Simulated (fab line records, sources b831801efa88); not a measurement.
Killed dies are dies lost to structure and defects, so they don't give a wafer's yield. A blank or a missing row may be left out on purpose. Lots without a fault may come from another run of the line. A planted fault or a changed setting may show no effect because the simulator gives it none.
Chamber matching | flow sfq_line | SFQ_TRILAYER_A5B_DEP_PECVD_129 on pecvd-04: 3 sister chambers
The step deposits SiO2 from SiH4/N2O, time 133.33 s, target thk 600 nm. 3 wafers are shown with their chamber, then 8 later ones without.

WAFERS WITH THEIR CHAMBER
wafer  | chamber | heater_power_outer_w (W)
L551.4 | 0       | 39
L561.4 | 1       | 37
L562.2 | 2       | 25

WAFERS WITHOUT THEIR CHAMBER
wafer  | heater_power_outer_w (W)
L562.3 | 28
L562.4 | 14
L563.3 | 32
L563.4 | 39
L563.6 | 35
L564.1 | 37
L564.3 | 33
L564.6 | 40

WHICH CHAMBER EACH WENT THROUGH
wafer  | from the rows above          | in truth
L562.3 | can't be placed: 2 or 1 or 0 | 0
L562.4 | 2                            | 2
L563.3 | can't be placed: 1 or 0 or 2 | 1
L563.4 | can't be placed: 0 or 1      | 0
L563.6 | can't be placed: 1 or 0 or 2 | 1
L564.1 | can't be placed: 1 or 0      | 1
L564.3 | can't be placed: 1 or 0 or 2 | 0
L564.6 | can't be placed: 0 or 1      | 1
Placed correctly: 1 of 8. Can't be placed from these rows: 7 (the true chamber is among the candidates in 7). Placed wrongly: 0.
How it was worked out, from the rows above alone: a wafer's distance from a chamber is the root of the sum, over the readings, of the square of ((its reading less the chamber's mean) divided by the reading's scatter). The wafer belongs to the nearest chamber; if the next one is less than 2 further off, it can't be placed. A chamber's mean is the mean of its shown wafers. The scatter: with one shown wafer a chamber, the root of the mean of the squares of how far each hidden wafer lies from its nearest shown one.
